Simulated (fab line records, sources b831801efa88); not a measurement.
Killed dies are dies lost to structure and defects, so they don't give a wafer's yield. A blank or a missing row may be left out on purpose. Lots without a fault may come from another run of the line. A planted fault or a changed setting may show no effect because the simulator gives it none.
Which tool did it? | flow sky130 | 24 lots, 72 wafers sampled, at 3 steps of a route of 708

WHAT THE GAUGES READ, wafer by wafer
SKY_VIA2_CD_MEAS_12: target cd 200 nm. Usual: cd_nm 200.2 nm, standard deviation 1.4.
lot  | measured     | on        | cd_nm (nm)        | flag
L074 | day 36 01:44 | cd_sem-02 | 199.6 199.5 200.1 |
L075 | day 36 16:02 | cd_sem-01 | 199.6 199.3 199.0 |
L076 | day 37 10:29 | cd_sem-02 | 200.0 200.9 200.0 |
L077 | day 37 18:55 | cd_sem-01 | 196.6 198.0 198.4 |
L079 | day 37 23:28 | cd_sem-02 | 200.8 200.6 199.4 |
L078 | day 38 06:31 | cd_sem-01 | 201.3 201.1 201.0 |
L080 | day 38 10:30 | cd_sem-01 | 198.9 197.9 198.5 |
L081 | day 38 23:25 | cd_sem-02 | 201.0 200.5 201.6 |
L082 | day 38 23:46 | cd_sem-01 | 199.7 199.9 200.2 |
L083 | day 39 01:13 | cd_sem-01 | 199.4 198.3 198.3 |
L084 | day 39 11:45 | cd_sem-01 | 198.8 199.3 199.8 |
L085 | day 39 21:55 | cd_sem-01 | 200.9 200.7 200.7 |
L086 | day 40 03:20 | cd_sem-02 | 200.4 201.2 199.1 |
L087 | day 40 12:04 | cd_sem-01 | 199.0 199.4 200.0 |
L089 | day 40 20:01 | cd_sem-01 | 200.0 199.5 200.9 |
L088 | day 40 23:00 | cd_sem-02 | 201.2 200.1 201.2 |
L090 | day 41 08:14 | cd_sem-01 | 201.8 201.4 201.3 |
L091 | day 41 15:14 | cd_sem-01 | 201.8 204.1 203.9 |
L092 | day 41 18:05 | cd_sem-02 | 202.0 202.2 201.0 |
L093 | day 42 01:19 | cd_sem-01 | 201.2 201.7 200.8 |
L094 | day 42 11:21 | cd_sem-01 | 198.2 198.6 198.1 |
L095 | day 42 11:40 | cd_sem-01 | 199.3 198.8 199.3 |
L096 | day 42 17:11 | cd_sem-01 | 199.1 200.0 199.8 |
L097 | day 43 03:15 | cd_sem-01 | 200.4 200.2 199.9 |

WHICH TOOL RAN EACH LOT (tool, then ch and the chambers of the sampled wafers, then the start)
lot  | SKY_LOCAL_INTERCONNECT_STRIP_15      | SKY_METAL1_DESCUM_17
L074 | plasma_asher-03 ch 0,1, day 30 05:09 | rie_metal-02 ch 0, day 32 14:37
L075 | plasma_asher-02 ch 0,1, day 30 18:04 | rie_metal-01 ch 0,1, day 33 05:10
L076 | plasma_asher-02 ch 0,1, day 31 14:34 | rie_metal-02 ch 0, day 33 23:23
L077 | plasma_asher-03 ch 0,1, day 32 00:01 | rie_metal-02 ch 0, day 34 09:18
L079 | plasma_asher-04 ch 0,1, day 32 04:31 | rie_metal-03 ch 0,1, day 34 13:19
L078 | plasma_asher-02 ch 0,1, day 32 11:14 | rie_metal-01 ch 0,1, day 34 19:58
L080 | plasma_asher-04 ch 0,1, day 32 16:41 | rie_metal-01 ch 0,1, day 35 00:58
L081 | plasma_asher-04 ch 0,1, day 33 05:28 | rie_metal-03 ch 0,1, day 35 13:25
L082 | plasma_asher-02 ch 0,1, day 33 07:22 | rie_metal-02 ch 0, day 35 15:10
L083 | plasma_asher-02 ch 0,1, day 33 10:34 | rie_metal-01 ch 0,1, day 35 16:28
L084 | plasma_asher-02 ch 0,1, day 33 19:50 | rie_metal-02 ch 0, day 36 02:26
L085 | plasma_asher-04 ch 0,1, day 34 05:10 | rie_metal-03 ch 0,1, day 36 12:43
L086 | plasma_asher-03 ch 0,1, day 34 12:30 | rie_metal-02 ch 0,1, day 36 19:01
L087 | plasma_asher-03 ch 0,1, day 34 20:26 | rie_metal-01 ch 0,1, day 37 04:31
L089 | plasma_asher-04 ch 0,1, day 35 07:30 | rie_metal-01 ch 0,1, day 37 14:37
L088 | plasma_asher-03 ch 0,1, day 35 07:47 | rie_metal-02 ch 0,1, day 37 15:16
L090 | plasma_asher-04 ch 0,1, day 35 19:22 | rie_metal-02 ch 0,1, day 38 01:43
L091 | plasma_asher-02 ch 0,1, day 36 01:37 | rie_metal-02 ch 0,1, day 38 08:53
L092 | plasma_asher-02 ch 0,1, day 36 05:28 | rie_metal-02 ch 1, day 38 11:43
L093 | plasma_asher-04 ch 0,1, day 36 13:11 | rie_metal-01 ch 0,1, day 38 19:50
L094 | plasma_asher-03 ch 0,1, day 36 20:58 | rie_metal-01 ch 0,1, day 39 03:52
L095 | plasma_asher-04 ch 0,1, day 36 22:50 | rie_metal-01 ch 0,1, day 39 05:13
L096 | plasma_asher-04 ch 0,1, day 37 08:04 | rie_metal-03 ch 0,1, day 39 13:07
L097 | plasma_asher-04 ch 0,1, day 37 17:38 | rie_metal-01 ch 0,1, day 39 22:47
- SKY_LOCAL_INTERCONNECT_STRIP_15: strips in O2/N2.
- SKY_METAL1_DESCUM_17: chemistry O2, time 8 s.

WHAT THE TOOLS THEMSELVES READ (means of the sampled wafers that have a number; where no wafer has one, the mark that the record gives instead)
SKY_LOCAL_INTERCONNECT_STRIP_15. Usual: drypump_motor_current_A 5.5 A, standard deviation 0.31; oes_product_au 0.427 a.u., standard deviation 0.0044; strip_time_to_endpoint_s 4.730 s, standard deviation 0.018.
lot  | tool            | drypump_motor_current_A (A) | oes_product_au (a.u.) | strip_time_to_endpoint_s (s) | flag
L074 | plasma_asher-03 | 5.7                         | 0.428                 | 4.737                        |
L075 | plasma_asher-02 | 5.6                         | 0.426                 | 4.757                        |
L076 | plasma_asher-02 | 5.5                         | 0.427                 | 4.716                        |
L077 | plasma_asher-03 | 5.6                         | 0.423                 | 4.748                        |
L079 | plasma_asher-04 | 5.2                         | 0.425                 | 4.719                        |
L078 | plasma_asher-02 | 5.8                         | 0.425                 | 4.715                        |
L080 | plasma_asher-04 | 5.2                         | 0.427                 | 4.734                        |
L081 | plasma_asher-04 | 5.2                         | 0.423                 | 4.726                        |
L082 | plasma_asher-02 | 5.8                         | 0.425                 | 4.735                        |
L083 | plasma_asher-02 | 5.8                         | 0.425                 | 4.705                        |
L084 | plasma_asher-02 | 5.5                         | 0.425                 | 4.747                        |
L085 | plasma_asher-04 | 5.3                         | 0.426                 | 4.738                        |
L086 | plasma_asher-03 | 5.7                         | 0.429                 | 4.737                        |
L087 | plasma_asher-03 | 5.7                         | 0.430                 | 4.739                        |
L089 | plasma_asher-04 | 5.2                         | 0.427                 | 4.719                        |
L088 | plasma_asher-03 | 5.6                         | 0.424                 | 4.745                        |
L090 | plasma_asher-04 | 5.2                         | 0.430                 | 4.722                        |
L091 | plasma_asher-02 | 5.5                         | 0.431                 | 4.726                        |
L092 | plasma_asher-02 | 5.8                         | 0.427                 | 4.747                        |
L093 | plasma_asher-04 | 5.3                         | 0.427                 | 4.720                        |
L094 | plasma_asher-03 | 5.7                         | 0.427                 | 4.726                        |
L095 | plasma_asher-04 | 5.2                         | 0.432                 | 4.738                        |
L096 | plasma_asher-04 | 5.3                         | 0.428                 | 4.735                        |
L097 | plasma_asher-04 | 5.2                         | 0.430                 | 4.707                        |

SKY_METAL1_DESCUM_17. Usual: drypump_motor_current_A 5.8 A, standard deviation 0.53; oes_product_au 0.996 a.u., standard deviation 0.0086.
lot  | tool         | drypump_motor_current_A (A) | oes_product_au (a.u.) | flag
L074 | rie_metal-02 | 5.7                         | 1.001                 |
L075 | rie_metal-01 | 6.4                         | 0.993                 |
L076 | rie_metal-02 | 5.8                         | 0.996                 |
L077 | rie_metal-02 | 5.8                         | 1.002                 |
L079 | rie_metal-03 | 5.3                         | 1.006                 |
L078 | rie_metal-01 | 6.4                         | 1.000                 |
L080 | rie_metal-01 | 6.3                         | 0.999                 |
L081 | rie_metal-03 | 5.2                         | 0.990                 |
L082 | rie_metal-02 | 5.8                         | 0.995                 |
L083 | rie_metal-01 | 6.4                         | 0.991                 |
L084 | rie_metal-02 | 5.8                         | 0.996                 |
L085 | rie_metal-03 | 5.3                         | 1.010                 |
L086 | rie_metal-02 | 5.5                         | 0.995                 |
L087 | rie_metal-01 | 6.3                         | 0.997                 |
L089 | rie_metal-01 | 6.4                         | 0.990                 |
L088 | rie_metal-02 | 5.5                         | 0.998                 |
L090 | rie_metal-02 | 5.4                         | 0.999                 |
L091 | rie_metal-02 | 5.5                         | 1.001                 |
L092 | rie_metal-02 | 4.9                         | 0.991                 |
L093 | rie_metal-01 | 6.3                         | 0.990                 |
L094 | rie_metal-01 | 6.4                         | 0.993                 |
L095 | rie_metal-01 | 6.4                         | 0.990                 |
L096 | rie_metal-03 | 5.2                         | 1.000                 |
L097 | rie_metal-01 | 6.3                         | 0.985                 |

THE ANSWER, worked out from the rows above alone
Rule: a lot is off if the mean of its wafers that have a number lies more than 3 standard deviations from the usual mean. A lot without any number at a reading at which 4 lots or more have one is off too. The other lots that the step has rows for count as sound. The gauges are gone through in route order, then the tools' own readings, and for those a lot's mean is taken as printed above. The first step at which some lot is off is used, and at that step the reading that is off furthest; a lot without a number counts as furthest.
No lot is off at any reading shown: from this, nothing can be told.

WHAT THE SIMULATOR HAD PUT IN
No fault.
